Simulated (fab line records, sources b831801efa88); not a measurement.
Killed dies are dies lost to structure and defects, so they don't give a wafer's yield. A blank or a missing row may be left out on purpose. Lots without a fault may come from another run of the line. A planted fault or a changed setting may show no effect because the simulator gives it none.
Which tool did it? | flow gf180mcu | 12 lots, 36 wafers sampled, at 6 steps of a route of 602

WHAT THE GAUGES READ, wafer by wafer
GF_PASSIVATION_BOW_MEAS_14.
lot  | measured     | on            | PASSIVATION_BOW (um)
L075 | day 29 20:52 | film_metro-01 | 135 146 135
L076 | day 30 07:07 | film_metro-02 | 119 132 123
L079 | day 30 21:52 | film_metro-02 | 141 125 139
L081 | day 31 10:15 | film_metro-02 | 142 132 146
L083 | day 32 00:46 | film_metro-03 | 129 141 129
L085 | day 32 09:17 | film_metro-03 | 119 125 133
L087 | day 32 16:09 | film_metro-02 | 150 156 136
L089 | day 33 06:36 | film_metro-03 | 141 136 139
L091 | day 33 16:12 | film_metro-03 | 123 140 133
L093 | day 34 02:50 | film_metro-03 | 149 134 137
L095 | day 34 17:06 | film_metro-01 | 140 138 129
L097 | day 34 21:41 | film_metro-03 | 135 144 137

WHICH TOOL RAN EACH LOT (tool, then ch and the chambers of the sampled wafers, then the start)
lot  | GF_HV_LDD_STRIP_37                   | GF_CONTACT_ETCH_17                            | GF_M1_SPUTTER_02             | GF_V3_ETCH_16                      | GF_V4_CVD_02
L075 | plasma_asher-02 ch 1, day 12 11:35   | rie_diel-02 ch 1,2, day 17 03:50 or earlier   | pvd_sputter-01, day 17 03:50 | rie_diel-03 ch 1,2,3, day 23 09:32 | pecvd-04 ch 1,2, day 24 10:14
L076 | plasma_asher-02 ch 0,1, day 12 20:22 | rie_diel-04 ch 2,3, day 17 15:24 or earlier   | pvd_sputter-04, day 17 15:24 | rie_diel-03 ch 0,2, day 23 21:35   | pecvd-02 ch 0,1, day 24 21:02
L079 | plasma_asher-02 ch 0,1, day 13 13:55 | rie_diel-02 ch 1,2,3, day 18 09:49 or earlier | pvd_sputter-01, day 18 09:49 | rie_diel-04 ch 0,1,2, day 24 14:25 | pecvd-01 ch 0,1,2, day 25 14:37
L081 | plasma_asher-02 ch 0,1, day 14 04:11 | rie_diel-04 ch 0,2,3, day 19 01:17 or earlier | pvd_sputter-04, day 19 01:17 | rie_diel-04 ch 0,1,3, day 25 04:49 | pecvd-01 ch 1,2, day 26 04:28
L083 | plasma_asher-04 ch 0,1, day 14 21:43 | rie_diel-04 ch 0,1, day 19 23:04 or earlier   | pvd_sputter-01, day 19 23:04 | rie_diel-04 ch 0,1, day 26 00:05   | pecvd-01 ch 0,1, day 26 23:11
L085 | plasma_asher-04 ch 0,1, day 15 07:37 | rie_diel-02 ch 1,2, day 20 11:02 or earlier   | pvd_sputter-01, day 20 11:02 | rie_diel-04 ch 0,2, day 26 09:16   | pecvd-02 ch 0,1,2, day 27 08:17
L087 | plasma_asher-02 ch 0,1, day 15 17:18 | rie_diel-02 ch 0,2,3, day 20 22:20 or earlier | pvd_sputter-02, day 20 22:20 | rie_diel-01 ch 0,2, day 26 19:01   | pecvd-02 ch 0,2, day 27 17:37
L089 | plasma_asher-04 ch 0,1, day 16 11:01 | rie_diel-02 ch 0,1,3, day 21 16:35 or earlier | pvd_sputter-02, day 21 16:35 | rie_diel-03 ch 0,1,3, day 27 11:46 | pecvd-01 ch 0,1,2, day 28 10:12
L091 | plasma_asher-04 ch 0, day 16 22:32   | rie_diel-01 ch 2,3, day 22 05:19 or earlier   | pvd_sputter-01, day 22 05:19 | rie_diel-04 ch 0,1,2, day 27 21:59 | pecvd-01 ch 1,2, day 28 20:47
L093 | plasma_asher-03 ch 0,1, day 17 17:18 | rie_diel-04 ch 1,2,3, day 23 01:11 or earlier | pvd_sputter-01, day 23 01:11 | rie_diel-03 ch 0,2,3, day 28 14:41 | pecvd-04 ch 0,1,2, day 29 12:29
L095 | plasma_asher-03 ch 0,1, day 18 13:40 | rie_diel-02 ch 1,2,3, day 23 19:06 or earlier | pvd_sputter-02, day 23 19:06 | rie_diel-04 ch 1,2, day 29 07:41   | pecvd-01 ch 1,2, day 30 05:08
L097 | plasma_asher-04 ch 0,1, day 18 22:52 | rie_diel-02 ch 0,2,3, day 24 05:00 or earlier | pvd_sputter-02, day 24 05:00 | rie_diel-04 ch 0,2,3, day 29 14:05 | pecvd-02 ch 0,1, day 30 11:40
- GF_HV_LDD_STRIP_37: strips in O2/N2.
- GF_CONTACT_ETCH_17: etches SiO2 in C4F8/O2/Ar, stops on CoSi2, target depth 860 nm.
- GF_M1_SPUTTER_02: material AlCu, target thk 450 nm, time 23.9 s.
- GF_V3_ETCH_16: etches BARC in N2/H2.
- GF_V4_CVD_02: deposits SiO2 from TEOS, target thk 850 nm, time 94.851 s.

THE ANSWER, worked out from the rows above alone
Rule: what is usual is taken from the lots themselves. Put in order of their means at a reading, lots are off if they are a third of the lots or fewer, leave a main group of 4 or more, and stand apart from it by a gap of 3 or more times the standard deviation of the main group's means; of several such gaps the widest counts. A main group whose means are all the same, to the digits that the tables above print for the reading, isn't used. A lot without any number at a reading at which 4 lots or more have one is off too. The other lots that the step has rows for count as sound.
No lot is off at any reading shown: from this, nothing can be told.

WHAT THE SIMULATOR HAD PUT IN
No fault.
